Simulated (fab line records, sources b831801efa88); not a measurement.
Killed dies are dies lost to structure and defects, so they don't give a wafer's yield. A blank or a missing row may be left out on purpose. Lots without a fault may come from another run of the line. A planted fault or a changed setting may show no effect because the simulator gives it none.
Which tool did it? | flow sky130 | 12 lots, 36 wafers sampled, at 1 step of a route of 708

WHAT THE GAUGES READ, wafer by wafer
SKY_METAL1_RS_MEAS_05: measures by four-point-probe.
lot  | measured     | on            | METAL1_ALCU_RS (ohm/sq)
L075 | day 31 17:31 | film_metro-04 | 0.1275 0.1276 0.1292
L077 | day 32 17:11 | film_metro-04 | 0.1276 0.1250 0.1283
L079 | day 33 08:43 | film_metro-04 | 0.1285 0.1254 0.1245
L081 | day 34 00:20 | film_metro-02 | 0.1263 0.1261 0.1262
L083 | day 34 17:40 | film_metro-04 | 0.1263 0.1269 0.1264
L085 | day 35 03:19 | film_metro-03 | 0.1237 0.1246 0.1242
L087 | day 35 22:55 | film_metro-02 | 0.1248 0.1249 0.1259
L089 | day 36 20:21 | film_metro-04 | 0.1246 0.1243 0.1243
L091 | day 37 18:21 | film_metro-02 | 0.1258 0.1256 0.1257
L093 | day 38 01:34 | film_metro-03 | 0.1245 0.1254 0.1263
L095 | day 38 10:58 | film_metro-04 | 0.1249 0.1301 0.1250
L096 | day 38 22:07 | film_metro-04 | 0.1281 0.1277 0.1279

WHICH TOOL RAN EACH LOT (tool, then ch and the chambers of the sampled wafers, then the start)
The record holds no process step before these readings.

THE ANSWER, worked out from the rows above alone
Rule: what is usual is taken from the lots themselves. Put in order of their means at a reading, lots are off if they are a third of the lots or fewer, leave a main group of 4 or more, and stand apart from it by a gap of 3 or more times the standard deviation of the main group's means; of several such gaps the widest counts. A main group whose means are all the same, to the digits that the tables above print for the reading, isn't used. A lot without any number at a reading at which 4 lots or more have one is off too. The other lots that the step has rows for count as sound.
No lot is off at any reading shown: from this, nothing can be told.

WHAT THE SIMULATOR HAD PUT IN
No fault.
